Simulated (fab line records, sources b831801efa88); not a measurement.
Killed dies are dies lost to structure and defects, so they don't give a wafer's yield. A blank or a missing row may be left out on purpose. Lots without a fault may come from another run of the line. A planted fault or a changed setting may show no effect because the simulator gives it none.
fab line records | flow sky130
record lots=5 wafers=15 last_day=49
route steps=708 shown FIELD_ISO@25 NWELL@32 DNWELL@35 PWDE@45
lots that met no fault: from a run of the same line without faults
start_h: hours from the record's first day to the start of the lot's first wafer shown | wait_h: hours since the lot's step before | " the same as in the row above | L1.1+2: a row that stands for several wafers | - no value, or no start given | * or withheld: withheld | < > ~ a bound
route shown NAME@n: a module of which the file shows steps, and the number in the route of the first | usual: mean/standard deviation of fault-free wafers | same: alike in all rows | chamber/n: place in a boat | sites: the reading at each site | _std_site: their standard deviation | _edge_site: outer sites' mean less inner sites' | radius_mm: how far each site lies from the wafer's centre | mask NAME#n: copy n | behind: the tool/chamber that last shaped the wafer | hold: why the lot was held/for how many hours/how that ended | device: the transistor (n, p or np) that didn't switch | end of line: the same wafers' tests at the end of the route | a step without rows: its recipe alone | killed: dies lost to structure and defects at the first sort, not the wafer's yield | map: a wafer's dies, x killed, . not, _ none there
set.NAME: the setting as run; set.NAME@STEP: as run at that earlier step | model.NAME: the simulator's own value behind a step, which no gauge read
lots at some steps of the route; a table a step, a row a wafer
services: from which hour (start_h, from the record's first day; less than 0 if before it) a tool's chamber was out of use, for how many hours, and why
## steps
# step SKY_FIELD_ISO_CVD_24
# recipe material=SiO2 target_thk_nm=595 temp_c=650 sigma_open_frac=0.3 time_s=99.2 sih4_flow_sccm=60 pressure_mtorr=6
# columns lot.wafer tool chamber start_h wait_h
L074.1+4+6 hdpcvd-01 2,0,1 33.84 0.1
L086.1+2+6 hdpcvd-02 0,2,2 94.71 0.1
L088.2+4+5 hdpcvd-01 1,0,1 104.27 0.0
L092.1+4+6 hdpcvd-01 0,1,2 128.34 0.1
L093.1+2+3 hdpcvd-01 1,0,2 134.13 0.1
# step SKY_FIELD_ISO_THK_MEAS_25
# recipe reads=SiO2_of_FIELD_ISO_CVD_24
# usual FIELD_ISO_CVD_24_THK=597/6.1
# columns lot.wafer tool chamber start_h wait_h FIELD_ISO_CVD_24_THK[nm]
L074.1 film_metro-01 - 33.91 0.0 587
L074.4 " - " " 591
L074.6 " - " " 592
L086.1 film_metro-02 - 94.78 0.0 606
L086.2 " - " " 596
L086.6 " - " " 601
L088.2 film_metro-01 - 104.36 0.0 588
L088.4 " - " " 593
L088.5 " - " " 586
L092.1 film_metro-01 - 128.41 0.0 607
L092.4 " - " " 592
L092.6 " - " " 597
L093.1 film_metro-02 - 134.20 0.0 600
L093.2 " - " " 603
L093.3 " - " " 598
# step SKY_FIELD_ISO_ANNEAL_26
# recipe temp_c=1000 time_s=1800 ambient=N2
# usual spike_tc_bottom_C=1019.0/0.95 spike_tc_top_C=1006.6/3
# columns lot.wafer tool chamber start_h wait_h spike_tc_bottom_C spike_tc_top_C
L074.1 furnace-01 0 35.17 1.3 1020.6 1008.3
L074.4 " 0 " " 1019.1 1008.9
L074.6 " 0 " " 1018.0 1008.4
L086.1 furnace-01 0 95.55 0.8 1020.3 1008.1
L086.2 " 0 " " 1019.8 1009.7
L086.6 " 0 " " 1020.9 1010.1
L088.2 furnace-01 0 104.41 0.0 1020.3 1009.0
L088.4 " 0 " " 1018.6 1009.3
L088.5 " 0 " " 1018.4 1009.9
L092.1 furnace-02 0 128.47 0.1 1018.8 1004.0
L092.4 " 0 " " 1018.9 1005.9
L092.6 " 0 " " 1019.3 1003.6
L093.1 furnace-02 0 134.26 0.1 1019.0 1003.6
L093.2 " 0 " " 1019.0 1006.4
L093.3 " 0 " " 1018.3 1005.1
# step SKY_FIELD_ISO_CMP_27
# recipe stop_on=Si3N4 t_overpolish_s=16 down_force_psi=4 platen_rpm=60 target_thk_nm=457.8 pad_velocity_m_s=0.94248
# usual motor_current_A=11.7/1.2 overpolish_run_s=16.002/0.0093 slurry_filter_dp_kPa=13.50/0.15 time_to_endpoint_s=115/3.9
# columns lot.wafer tool chamber start_h wait_h motor_current_A overpolish_run_s slurry_filter_dp_kPa time_to_endpoint_s
L074.1 cmp-02 3 36.67 0.0 11.5 15.998 13.44 115
L074.4 " 2 " " 12.7 15.981 13.22 120
L074.6 " 0 " " 10.3 15.988 13.57 112
L086.2 cmp-01 0 97.10 0.1 11.1 16.004 13.35 112
L086.1 " 1 " " 12.9 16.007 13.39 113
L086.6 " 3 " " 13.0 16.015 13.33 110
L088.4 cmp-02 0 105.96 0.1 9.9 15.989 13.60 116
L088.2 " 2 " " 12.7 16.002 13.50 115
L088.5 " 0 " " 10.1 15.993 13.57 113
L092.1 cmp-02 1 130.02 0.1 11.8 16.000 13.63 115
L092.4 " 3 " " 11.8 15.999 13.58 113
L092.6 " 0 " " 10.0 16.004 13.60 110
L093.1 cmp-01 2 135.76 0.0 10.6 16.000 13.55 118
L093.3 " 3 " " 13.4 15.995 13.34 112
L093.2 " 0 " " 10.5 16.018 13.65 117
# step SKY_FIELD_ISO_WET_ETCH_28
# recipe chemistry=dHF target_depth_nm=23.7 target=SiO2 dilution=10:1 temp_c=25 time_s=47
# columns lot.wafer tool chamber start_h wait_h
L074.1+4+6 wet_bench-04 3 36.97 0.2
L086.1+2+6 wet_bench-01 0 97.35 0.1
L088.2+4+5 wet_bench-04 0 106.21 0.1
L092.1+4+6 wet_bench-04 1 130.27 0.2
L093.1+2+3 wet_bench-01 1 136.06 0.2
# step SKY_FIELD_ISO_WET_ETCH_29
# recipe chemistry=H3PO4 target_depth_nm=160 target=Si3N4 temp_c=160 time_s=1825
# columns lot.wafer tool chamber start_h wait_h
L074.1+4+6 wet_bench-01 1 36.99 0.0
L086.1+2+6 wet_bench-04 3 97.37 0.0
L088.2+4+5 wet_bench-03 2 106.23 0.0
L092.1+4+6 wet_bench-03 2 130.30 0.0
L093.1+2+3 wet_bench-03 3 136.08 0.0
# step SKY_FIELD_ISO_WET_ETCH_30
# recipe chemistry=dHF target_depth_nm=25 target=SiO2 dilution=10:1 temp_c=25 time_s=50
# columns lot.wafer tool chamber start_h wait_h
L074.1+4+6 wet_bench-03 2 37.51 0.0
L086.1+2+6 wet_bench-03 0 97.88 0.0
L088.2+4+5 wet_bench-01 0 106.74 0.0
L092.1+4+6 wet_bench-04 2 130.86 0.0
L093.1+2+3 wet_bench-04 3 136.64 0.0
# step SKY_NWELL_CLEAN_00
# recipe chemistry=SC1/SC2 mix=1:4:20 temp_c=70 time_s=150 dry=n2_spin
# columns lot.wafer tool chamber start_h wait_h
L074.1+4+6 wet_bench-04 0 37.53 0.0
L086.1+2+6 wet_bench-01 0 97.90 0.0
L088.2+4+5 wet_bench-04 0 106.77 0.0
L092.1+4+6 wet_bench-03 0 130.90 0.0
L093.1+2+3 wet_bench-03 1 136.69 0.0
# step SKY_NWELL_OXIDATION_01
# recipe temp_c=900 ambient=O2 stabilise_s=600 purge_s=300 target_thk_a=100 ox_time_s=1418
# usual spike_tc_bottom_C=918.9/1 spike_tc_top_C=908/3.1
# same ox_time_s=1418
# columns lot.wafer tool chamber start_h wait_h spike_tc_bottom_C spike_tc_top_C
L074.1 furnace-02 0 37.91 0.3 918.3 904
L074.4 " 0 " " 918.7 906
L074.6 " 0 " " 919.3 906
L086.1 furnace-01 0 98.45 0.5 920.5 909
L086.2 " 0 " " 919.7 910
L086.6 " 0 " " 919.9 909
L088.2 furnace-01 0 107.25 0.4 919.4 911
L088.4 " 0 " " 916.3 914
L088.5 " 0 " " 919.2 911
L092.1 furnace-01 0 132.13 1.2 921.6 910
L092.4 " 0 " " 920.1 909
L092.6 " 0 " " 918.1 911
L093.1 furnace-01 0 136.74 0.0 918.5 910
L093.2 " 0 " " 917.8 911
L093.3 " 0 " " 918.7 910
# step SKY_NWELL_THK_MEAS_02
# recipe reads=SiO2_of_NWELL_OXIDATION_01
# usual NWELL_OXIDATION_THK=9.99/0.17
# columns lot.wafer tool chamber start_h wait_h NWELL_OXIDATION_THK[nm]
L074.1 film_metro-02 - 39.31 0.0 10.24
L074.4 " - " " 10.32
L074.6 " - " " 10.30
L086.1 film_metro-03 - 99.85 0.0 10.03
L086.2 " - " " 10.05
L086.6 " - " " 10.04
L088.2 film_metro-04 - 108.66 0.0 9.74
L088.4 " - " " 10.01
L088.5 " - " " 9.95
L092.1 film_metro-02 - 133.52 0.0 9.98
L092.4 " - " " 10.16
L092.6 " - " " 10.05
L093.1 film_metro-03 - 138.14 0.0 9.86
L093.2 " - " " 10.01
L093.3 " - " " 9.93
# step SKY_DNWELL_DEHYDRATE_00
# recipe temp_c=200 time_s=60
# usual plate_temp_C=200.02/0.15 resist_line_temp_C=23.00/0.1
# columns lot.wafer tool chamber start_h wait_h plate_temp_C resist_line_temp_C
L074.1 litho_track-01 0 46.11 6.8 200.05 23.24
L074.4 " 0 " " 200.19 23.11
L074.6 " 0 " " 200.12 23.17
L086.1 litho_track-01 0 107.76 7.9 200.09 23.04
L086.2 " 0 " " 199.93 23.07
L086.6 " 0 " " 199.96 23.10
L088.2 litho_track-04 0 116.86 8.2 200.03 22.90
L088.4 " 0 " " 200.18 23.06
L088.5 " 0 " " 199.99 23.02
L092.1 litho_track-03 0 142.92 9.4 200.15 23.05
L092.4 " 0 " " 200.11 23.05
L092.6 " 0 " " 200.08 23.12
L093.1 litho_track-04 0 147.03 8.9 199.99 23.08
L093.2 " 0 " " 200.13 23.03
L093.3 " 0 " " 200.30 22.94
# step SKY_DNWELL_HMDS_01
# recipe prime_time_s=60 prime_temp_c=120
# usual resist_line_temp_C=22.99/0.1
# columns lot.wafer tool chamber start_h wait_h resist_line_temp_C
L074.1 litho_track-01 0 46.26 0.1 23.07
L074.4 " 0 " " 23.02
L074.6 " 0 " " 22.98
L086.1 litho_track-01 0 107.91 0.1 22.91
L086.2 " 0 " " 22.90
L086.6 " 0 " " 22.86
L088.2 litho_track-04 0 117.01 0.1 23.00
L088.4 " 0 " " 23.07
L088.5 " 0 " " 22.97
L092.1 litho_track-03 0 143.07 0.1 22.89
L092.4 " 0 " " 23.08
L092.6 " 0 " " 22.91
L093.1 litho_track-04 0 147.18 0.1 22.86
L093.2 " 0 " " 22.83
L093.3 " 0 " " 22.83
# step SKY_DNWELL_COAT_02
# recipe spin_rpm=2000 resist_thk_nm=3000
# usual resist_line_temp_C=23.00/0.095
# columns lot.wafer tool chamber start_h wait_h resist_line_temp_C
L074.1 litho_track-01 0 46.41 0.1 23.07
L074.4 " 0 " " 23.07
L074.6 " 0 " " 23.14
L086.1 litho_track-01 0 108.06 0.1 23.00
L086.2 " 0 " " 22.88
L086.6 " 0 " " 23.00
L088.2 litho_track-04 0 117.16 0.1 22.95
L088.4 " 0 " " 22.97
L088.5 " 0 " " 22.88
L092.1 litho_track-03 0 143.22 0.1 22.89
L092.4 " 0 " " 22.98
L092.6 " 0 " " 22.86
L093.1 litho_track-04 0 147.33 0.1 23.08
L093.2 " 0 " " 22.98
L093.3 " 0 " " 22.98
# step SKY_DNWELL_SOFTBAKE_03
# recipe temp_c=110 time_s=withheld
# usual plate_temp_C=110.01/0.13 resist_line_temp_C=23.00/0.11
# columns lot.wafer tool chamber start_h wait_h plate_temp_C resist_line_temp_C
L074.1 litho_track-01 0 46.56 0.1 110.02 23.12
L074.4 " 0 " " 110.21 22.87
L074.6 " 0 " " 109.84 22.98
L086.1 litho_track-01 0 108.21 0.1 109.91 23.12
L086.2 " 0 " " 110.04 23.06
L086.6 " 0 " " 110.06 23.15
L088.2 litho_track-04 0 117.31 0.1 110.13 22.82
L088.4 " 0 " " 109.85 23.04
L088.5 " 0 " " 110.12 23.07
L092.1 litho_track-03 0 143.37 0.1 109.92 23.09
L092.4 " 0 " " 110.09 22.90
L092.6 " 0 " " 110.05 23.12
L093.1 litho_track-04 0 147.48 0.1 109.98 23.09
L093.2 " 0 " " 109.95 23.00
L093.3 " 0 " " 109.86 23.02
# step SKY_DNWELL_EXPOSE_04
# recipe mask_id=DNM na=0.57 target_cd_nm=3000 dose_mj=216.6
# columns lot.wafer tool chamber start_h wait_h mask
L074.1+4+6 iline_stepper-02 0 - - DNM#0
L086.1+2+6 iline_stepper-02 0 - - DNM#0
L088.2+4+5 iline_stepper-02 0 - - DNM#0
L092.1+4+6 iline_stepper-01 0 - - DNM#0
L093.1+2+3 iline_stepper-01 0 - - DNM#0
# step SKY_DNWELL_PEB_05
# recipe temp_c=115 time_s=withheld
# usual plate_temp_C=115.04/0.13 resist_line_temp_C=22.97/0.1
# columns lot.wafer tool chamber start_h wait_h plate_temp_C resist_line_temp_C
L074.1 litho_track-04 0 - - 115.02 23.05
L074.4 " 0 " " 114.86 23.12
L074.6 " 0 " " 114.96 23.04
L086.1 litho_track-01 0 - - 114.95 22.95
L086.2 " 0 " " 114.92 22.94
L086.6 " 0 " " 114.97 23.09
L088.2 litho_track-01 0 - - 115.03 22.95
L088.4 " 0 " " 115.13 22.98
L088.5 " 0 " " 115.20 22.99
L092.1 litho_track-01 0 - - 115.14 23.16
L092.4 " 0 " " 115.15 23.20
L092.6 " 0 " " 115.05 23.17
L093.1 litho_track-01 0 - - 114.97 22.99
L093.2 " 0 " " 114.94 23.16
L093.3 " 0 " " 114.99 22.93
# step SKY_DNWELL_DEVELOP_06
# recipe wall_angle_deg=90 developer=TMAH develop_time_s=60 dev_temp_c=23
# usual resist_line_temp_C=23.03/0.11
# columns lot.wafer tool chamber start_h wait_h resist_line_temp_C
L074.1 litho_track-04 0 - - 23.07
L074.4 " 0 " " 23.02
L074.6 " 0 " " 23.11
L086.1 litho_track-01 0 - - 23.29
L086.2 " 0 " " 23.24
L086.6 " 0 " " 23.11
L088.2 litho_track-01 0 - - 22.89
L088.4 " 0 " " 23.06
L088.5 " 0 " " 22.96
L092.1 litho_track-01 0 - - 23.11
L092.4 " 0 " " 23.07
L092.6 " 0 " " 22.95
L093.1 litho_track-01 0 - - 22.96
L093.2 " 0 " " 23.07
L093.3 " 0 " " 23.00
# step SKY_DNWELL_IMPLANT_07
# recipe species=P energy_kev=withheld dose_cm2=withheld tilt_deg=withheld
# columns lot.wafer tool chamber start_h wait_h
L074.1+4+6 implanter-03 0 55.33 -
L086.1+2+6 implanter-04 0 116.96 -
L088.2+4+5 implanter-03 0 126.68 -
L092.1+4+6 implanter-01 0 153.06 -
L093.1+2+3 implanter-01 0 157.21 -
# step SKY_DNWELL_STRIP_08
# recipe chemistry=O2/N2 power_w=1400 pressure_mtorr=1500 platen_temp_c=withheld o2_flow_sccm=3000 n2_flow_sccm=300 overash_fraction=0.5
# usual drypump_motor_current_A=5.11/0.21 oes_product_au=0.722/0.0043 strip_time_to_endpoint_s=36.91/0.074
# columns lot.wafer tool chamber start_h wait_h drypump_motor_current_A oes_product_au rf_hours_counter_h strip_time_to_endpoint_s
L074.1 plasma_asher-04 0 55.48 0.1 5.43 0.718 38 37.01
L074.4 " 1 " " 4.95 0.726 - 37.02
L074.6 " 0 " " 5.46 0.723 - 36.98
L086.1 plasma_asher-03 1 117.11 0.1 5.31 0.720 41 36.80
L086.2 " 0 " " 5.08 0.713 41 36.82
L086.6 " 0 " " 5.07 0.717 - 36.75
L088.2 plasma_asher-02 1 126.81 0.1 5.01 0.718 33 36.98
L088.4 " 1 " " 5.02 0.710 - 36.89
L088.5 " 0 " " 4.75 0.728 - 36.92
L092.1 plasma_asher-02 1 153.21 0.1 5.02 0.728 36 37.00
L092.4 " 0 " " 4.79 0.729 - 37.00
L092.6 " 1 " " 5.03 0.726 - 36.93
L093.1 plasma_asher-04 0 157.36 0.1 5.46 0.725 4 36.92
L093.2 " 1 " " 4.92 0.715 4 36.91
L093.3 " 1 " " 4.92 0.724 - 36.94
# step SKY_DNWELL_TW_MEAS_09
# usual DNWELL_TW=1111/9.6
# columns lot.wafer tool chamber start_h wait_h DNWELL_TW
L074.1 film_metro-04 - 55.58 0.1 1108
L074.4 " - " " 1105
L074.6 " - " " 1107
L086.1 film_metro-04 - 117.21 0.1 1111
L086.2 " - " " 1108
L086.6 " - " " 1109
L088.2 film_metro-04 - 126.92 0.1 1110
L088.4 " - " " 1115
L088.5 " - " " 1110
L092.1 film_metro-02 - 153.31 0.1 1098
L092.4 " - " " 1108
L092.6 " - " " 1101
L093.1 film_metro-02 - 157.46 0.1 1102
L093.2 " - " " 1096
L093.3 " - " " 1105
# step SKY_PWDE_DEHYDRATE_00
# recipe temp_c=200 time_s=60
# usual plate_temp_C=200.00/0.16 resist_line_temp_C=22.99/0.11
# columns lot.wafer tool chamber start_h wait_h plate_temp_C resist_line_temp_C
L074.1 litho_track-01 0 62.61 7.0 199.94 22.96
L074.4 " 0 " " 200.18 22.88
L074.6 " 0 " " 199.95 22.89
L086.1 litho_track-02 0 126.22 9.0 199.72 23.06
L086.2 " 0 " " 200.06 23.09
L086.6 " 0 " " 200.00 23.20
L088.2 litho_track-02 0 135.79 8.9 200.02 23.06
L088.4 " 0 " " 200.20 23.07
L088.5 " 0 " " 199.97 23.06
L092.1 litho_track-03 0 162.72 9.4 200.10 22.94
L092.4 " 0 " " 199.86 23.08
L092.6 " 0 " " 199.85 23.04
L093.1 litho_track-01 0 166.71 9.2 199.84 22.97
L093.2 " 0 " " 199.81 22.97
L093.3 " 0 " " 199.96 22.88
# step SKY_PWDE_HMDS_01
# recipe prime_time_s=60 prime_temp_c=120
# usual resist_line_temp_C=22.99/0.12
# columns lot.wafer tool chamber start_h wait_h resist_line_temp_C
L074.1 litho_track-01 0 62.76 0.1 22.98
L074.4 " 0 " " 23.17
L074.6 " 0 " " 22.89
L086.1 litho_track-02 0 126.37 0.1 23.11
L086.2 " 0 " " 23.06
L086.6 " 0 " " 23.05
L088.2 litho_track-02 0 135.94 0.1 23.06
L088.4 " 0 " " 23.13
L088.5 " 0 " " 23.32
L092.1 litho_track-03 0 162.87 0.1 23.02
L092.4 " 0 " " 23.06
L092.6 " 0 " " 23.10
L093.1 litho_track-01 0 166.86 0.1 22.98
L093.2 " 0 " " 22.91
L093.3 " 0 " " 22.97
# step SKY_PWDE_COAT_02
# recipe spin_rpm=2000 resist_thk_nm=3000
# usual resist_line_temp_C=23.00/0.1
# columns lot.wafer tool chamber start_h wait_h resist_line_temp_C
L074.1 litho_track-01 0 62.91 0.1 22.99
L074.4 " 0 " " 23.10
L074.6 " 0 " " 23.17
L086.1 litho_track-02 0 126.52 0.1 22.94
L086.2 " 0 " " 23.14
L086.6 " 0 " " 23.03
L088.2 litho_track-02 0 136.09 0.1 23.15
L088.4 " 0 " " 22.87
L088.5 " 0 " " 23.12
L092.1 litho_track-03 0 163.02 0.1 22.93
L092.4 " 0 " " 23.07
L092.6 " 0 " " 23.05
L093.1 litho_track-01 0 167.01 0.1 22.92
L093.2 " 0 " " 23.05
L093.3 " 0 " " 22.99
# step SKY_PWDE_SOFTBAKE_03
# recipe temp_c=110 time_s=withheld
# usual plate_temp_C=109.99/0.11 resist_line_temp_C=23.00/0.1
# columns lot.wafer tool chamber start_h wait_h plate_temp_C resist_line_temp_C
L074.1 litho_track-01 0 63.06 0.1 109.92 23.03
L074.4 " 0 " " 109.92 22.98
L074.6 " 0 " " 109.91 22.90
L086.1 litho_track-02 0 126.67 0.1 109.91 23.06
L086.2 " 0 " " 109.80 22.87
L086.6 " 0 " " 109.79 22.99
L088.2 litho_track-02 0 136.25 0.1 109.92 22.97
L088.4 " 0 " " 110.10 23.06
L088.5 " 0 " " 109.86 23.10
L092.1 litho_track-03 0 163.17 0.1 109.95 22.93
L092.4 " 0 " " 109.81 22.90
L092.6 " 0 " " 109.92 22.99
L093.1 litho_track-01 0 167.16 0.1 110.06 23.10
L093.2 " 0 " " 109.88 23.00
L093.3 " 0 " " 110.09 23.11
# step SKY_PWDE_EXPOSE_04
# recipe mask_id=PWDEM na=0.6 source_shape=conventional sigma_outer=0.6 polarization=unpolarized target_cd_nm=840 dose_mj=214
# columns lot.wafer tool chamber start_h wait_h mask
L074.1+4+6 iline_stepper-01 0 - - PWDEM#0
L086.1+2+6 iline_stepper-01 0 - - PWDEM#0
L088.2+4+5 iline_stepper-02 0 - - PWDEM#0
L092.1+4+6 iline_stepper-01 0 - - PWDEM#0
L093.1+2+3 iline_stepper-01 0 - - PWDEM#0
# step SKY_PWDE_PEB_05
# recipe temp_c=115 time_s=withheld
# usual plate_temp_C=115.02/0.14 resist_line_temp_C=23.00/0.093
# columns lot.wafer tool chamber start_h wait_h plate_temp_C resist_line_temp_C
L074.1 litho_track-03 0 - - 115.08 23.01
L074.4 " 0 " " 114.92 23.00
L074.6 " 0 " " 114.97 22.95
L086.1 litho_track-01 0 - - 114.96 22.82
L086.2 " 0 " " 115.15 22.94
L086.6 " 0 " " 115.04 23.08
L088.2 litho_track-02 0 - - 114.98 23.00
L088.4 " 0 " " 115.17 22.82
L088.5 " 0 " " 115.09 22.99
L092.1 litho_track-02 0 - - 114.80 23.03
L092.4 " 0 " " 115.06 22.98
L092.6 " 0 " " 115.08 22.94
L093.1 litho_track-03 0 - - 114.99 23.10
L093.2 " 0 " " 114.92 22.96
L093.3 " 0 " " 114.88 23.11
# step SKY_PWDE_DEVELOP_06
# recipe wall_angle_deg=90 developer=TMAH develop_time_s=60 dev_temp_c=23
# usual resist_line_temp_C=22.98/0.11
# columns lot.wafer tool chamber start_h wait_h resist_line_temp_C
L074.1 litho_track-03 0 - - 22.95
L074.4 " 0 " " 23.00
L074.6 " 0 " " 22.87
L086.1 litho_track-01 0 - - 23.01
L086.2 " 0 " " 22.92
L086.6 " 0 " " 23.05
L088.2 litho_track-02 0 - - 22.71
L088.4 " 0 " " 22.78
L088.5 " 0 " " 22.75
L092.1 litho_track-02 0 - - 22.90
L092.4 " 0 " " 22.95
L092.6 " 0 " " 22.89
L093.1 litho_track-03 0 - - 23.03
L093.2 " 0 " " 22.96
L093.3 " 0 " " 23.13
# step SKY_PWDE_OVL_MEAS_07
# usual PWDE_OVL=0.7/1.7
# columns lot.wafer tool chamber start_h wait_h PWDE_OVL[nm]
L074.1 overlay-01 - 70.92 - -1.3
L074.4 " - " " -2.4
L074.6 " - " " -1.3
L086.1 overlay-01 - 136.36 - -1.2
L086.2 " - " " 1.2
L086.6 " - " " -0.9
L088.2 overlay-01 - 146.12 - -2.3
L088.4 " - " " -0.5
L088.5 " - " " -1.7
L092.1 overlay-01 - 173.47 - -2.7
L092.4 " - " " -2.2
L092.6 " - " " -3.0
L093.1 overlay-01 - 177.42 - 0.5
L093.2 " - " " 1.5
L093.3 " - " " 2.3
# step SKY_PWDE_IMPLANT_08
# recipe species=B energy_kev=150 dose_cm2=3.6e+12 tilt_deg=withheld
# usual faraday_current_uA=20.3/0.36
# columns lot.wafer tool chamber start_h wait_h faraday_current_uA
L074.1 implanter-04 0 70.96 0.0 20.4
L074.4 " 0 " " 20.3
L074.6 " 0 " " 20.1
L086.1 implanter-01 0 136.39 0.0 19.9
L086.2 " 0 " " 21.1
L086.6 " 0 " " 20.4
L088.2 implanter-01 0 146.18 0.0 20.6
L088.4 " 0 " " 19.9
L088.5 " 0 " " 20.3
L092.1 implanter-01 0 173.50 0.0 20.5
L092.4 " 0 " " 19.7
L092.6 " 0 " " 19.7
L093.1 implanter-02 0 177.46 0.0 20.3
L093.2 " 0 " " 20.0
L093.3 " 0 " " 20.1
# step SKY_PWDE_STRIP_09
# recipe chemistry=O2/N2 power_w=1400 pressure_mtorr=1500 platen_temp_c=withheld o2_flow_sccm=3000 n2_flow_sccm=300 overash_fraction=0.5
# usual drypump_motor_current_A=5.5/0.47 oes_product_au=0.722/0.0044 strip_time_to_endpoint_s=36.91/0.1
# columns lot.wafer tool chamber start_h wait_h drypump_motor_current_A oes_product_au rf_hours_counter_h strip_time_to_endpoint_s
L074.1 plasma_asher-04 1 71.11 0.1 4.9 0.713 39 36.93
L074.4 " 0 " " 5.5 0.722 - 36.94
L074.6 " 1 " " 5.0 0.723 - 36.87
L086.1 plasma_asher-01 1 136.54 0.1 6.0 0.720 47 37.08
L086.2 " 0 " " 6.2 0.728 47 36.97
L086.6 " 0 " " 6.2 0.720 - 36.93
L088.2 plasma_asher-03 0 146.30 0.1 5.1 0.716 44 37.00
L088.4 " 0 " " 5.1 0.735 - 36.97
L088.5 " 1 " " 5.3 0.723 - 37.02
L092.1 plasma_asher-03 1 173.65 0.1 5.3 0.720 47 37.02
L092.4 " 0 " " 5.1 0.719 - 37.11
L092.6 " 1 " " 5.3 0.714 - 37.10
L093.1 plasma_asher-04 1 177.61 0.1 4.9 0.725 6 37.04
L093.2 " 0 " " 5.5 0.719 6 37.15
L093.3 " 1 " " 5.0 0.721 - 36.98
# step SKY_PWDE_TW_MEAS_10
# usual PWDE_TW=372/3.7
# columns lot.wafer tool chamber start_h wait_h PWDE_TW
L074.1 film_metro-04 - 71.21 0.1 374
L074.4 " - " " 376
L074.6 " - " " 375
L086.1 film_metro-04 - 136.64 0.1 373
L086.2 " - " " 372
L086.6 " - " " 375
L088.2 film_metro-02 - 146.41 0.1 369
L088.4 " - " " 367
L088.5 " - " " 369
L092.1 film_metro-04 - 173.75 0.1 376
L092.4 " - " " 374
L092.6 " - " " 375
L093.1 film_metro-04 - 177.71 0.1 373
L093.2 " - " " 373
L093.3 " - " " 374
# step SKY_NWELL_DEHYDRATE_03
# recipe temp_c=200 time_s=57.57
# usual plate_temp_C=199.98/0.15 resist_line_temp_C=23.01/0.11
# columns lot.wafer tool chamber start_h wait_h plate_temp_C resist_line_temp_C
L074.1 litho_track-02 0 78.27 7.1 199.79 22.97
L074.4 " 0 " " 200.11 23.14
L074.6 " 0 " " 199.72 23.01
L086.1 litho_track-01 0 145.86 9.2 199.85 22.88
L086.2 " 0 " " 200.12 22.87
L086.6 " 0 " " 200.16 23.01
L088.2 litho_track-04 0 156.16 9.7 200.04 23.20
L088.4 " 0 " " 199.89 23.12
L088.5 " 0 " " 199.88 23.27
L092.1 litho_track-01 0 183.91 10.1 199.94 23.04
L092.4 " 0 " " 199.92 22.97
L092.6 " 0 " " 200.24 22.90
L093.1 litho_track-02 0 187.62 9.9 199.58 22.97
L093.2 " 0 " " 199.64 23.09
L093.3 " 0 " " 199.96 23.13
# step SKY_NWELL_HMDS_04
# recipe prime_time_s=60 prime_temp_c=120
# usual resist_line_temp_C=22.98/0.11
# columns lot.wafer tool chamber start_h wait_h resist_line_temp_C
L074.1 litho_track-02 0 78.42 0.1 23.14
L074.4 " 0 " " 22.93
L074.6 " 0 " " 22.96
L086.1 litho_track-01 0 146.01 0.1 23.10
L086.2 " 0 " " 23.04
L086.6 " 0 " " 23.01
L088.2 litho_track-04 0 156.31 0.1 23.02
L088.4 " 0 " " 23.10
L088.5 " 0 " " 22.97
L092.1 litho_track-01 0 184.06 0.1 22.85
L092.4 " 0 " " 23.03
L092.6 " 0 " " 23.05
L093.1 litho_track-02 0 187.77 0.1 23.22
L093.2 " 0 " " 23.05
L093.3 " 0 " " 23.06
# step SKY_NWELL_COAT_05
# recipe spin_rpm=2000 resist_thk_nm=3000
# usual resist_line_temp_C=22.96/0.094
# columns lot.wafer tool chamber start_h wait_h resist_line_temp_C
L074.1 litho_track-02 0 78.57 0.1 23.12
L074.4 " 0 " " 22.90
L074.6 " 0 " " 22.94
L086.1 litho_track-01 0 146.16 0.1 23.02
L086.2 " 0 " " 22.95
L086.6 " 0 " " 22.99
L088.2 litho_track-04 0 156.46 0.1 22.92
L088.4 " 0 " " 22.96
L088.5 " 0 " " 22.97
L092.1 litho_track-01 0 184.21 0.1 23.07
L092.4 " 0 " " 23.03
L092.6 " 0 " " 22.90
L093.1 litho_track-02 0 187.92 0.1 22.96
L093.2 " 0 " " 22.87
L093.3 " 0 " " 22.88
# step SKY_NWELL_SOFTBAKE_06
# recipe temp_c=110 time_s=withheld
# usual plate_temp_C=110.02/0.13 resist_line_temp_C=23.00/0.11
# columns lot.wafer tool chamber start_h wait_h plate_temp_C resist_line_temp_C
L074.1 litho_track-02 0 78.72 0.1 110.03 23.10
L074.4 " 0 " " 110.00 22.96
L074.6 " 0 " " 109.96 22.95
L086.1 litho_track-01 0 146.31 0.1 110.05 23.09
L086.2 " 0 " " 109.99 23.18
L086.6 " 0 " " 110.18 23.09
L088.2 litho_track-04 0 156.61 0.1 109.92 22.83
L088.4 " 0 " " 109.94 23.01
L088.5 " 0 " " 109.99 23.05
L092.1 litho_track-01 0 184.36 0.1 110.23 23.03
L092.4 " 0 " " 110.10 22.95
L092.6 " 0 " " 110.01 22.90
L093.1 litho_track-02 0 188.07 0.1 110.00 23.02
L093.2 " 0 " " 109.89 22.93
L093.3 " 0 " " 109.96 22.95
# step SKY_NWELL_EXPOSE_07
# recipe mask_id=NWM na=0.6 source_shape=conventional sigma_outer=0.6 polarization=unpolarized target_cd_nm=840 dose_mj=255
# columns lot.wafer tool chamber start_h wait_h mask
L074.1+4+6 iline_stepper-01 0 - - NWM#0
L086.1+2+6 iline_stepper-02 0 - - NWM#0
L088.2+4+5 iline_stepper-02 0 - - NWM#0
L092.1+4+6 iline_stepper-02 0 - - NWM#0
L093.1+2+3 iline_stepper-02 0 - - NWM#0
## services
# columns tool chamber start_h hours kind
hdpcvd-01 2 13.22 3.7 repair
cmp-02 - 16.89 1.2 repair
plasma_asher-04 - 17.55 6.9 repair
wet_bench-01 - 19.64 0.7 repair
plasma_asher-03 - 20.34 19.3 repair
implanter-03 - 29.36 6.4 repair
iline_stepper-02 - 33.34 1.7 pm
implanter-01 - 42.34 2.2 pm
cmp-01 - 49.22 1.3 repair
iline_stepper-02 - 56.35 1.1 repair
furnace-02 - 59.04 4.1 pm
hdpcvd-01 - 66.75 15.0 pm
furnace-01 - 82.85 3.7 repair
hdpcvd-01 0 83.77 5.4 repair
cmp-02 - 89.09 7.2 pm
cmp-02 - 98.54 4.0 pm
wet_bench-01 - 105.13 1.5 repair
iline_stepper-01 - 106.79 1.7 pm
plasma_asher-04 - 108.75 9.0 pm
furnace-01 - 126.05 3.3 pm
cmp-02 - 151.50 0.4 repair
cmp-02 - 156.39 8.5 pm
plasma_asher-03 - 161.87 0.6 repair
furnace-02 - 187.56 4.9 pm
## key
fault none
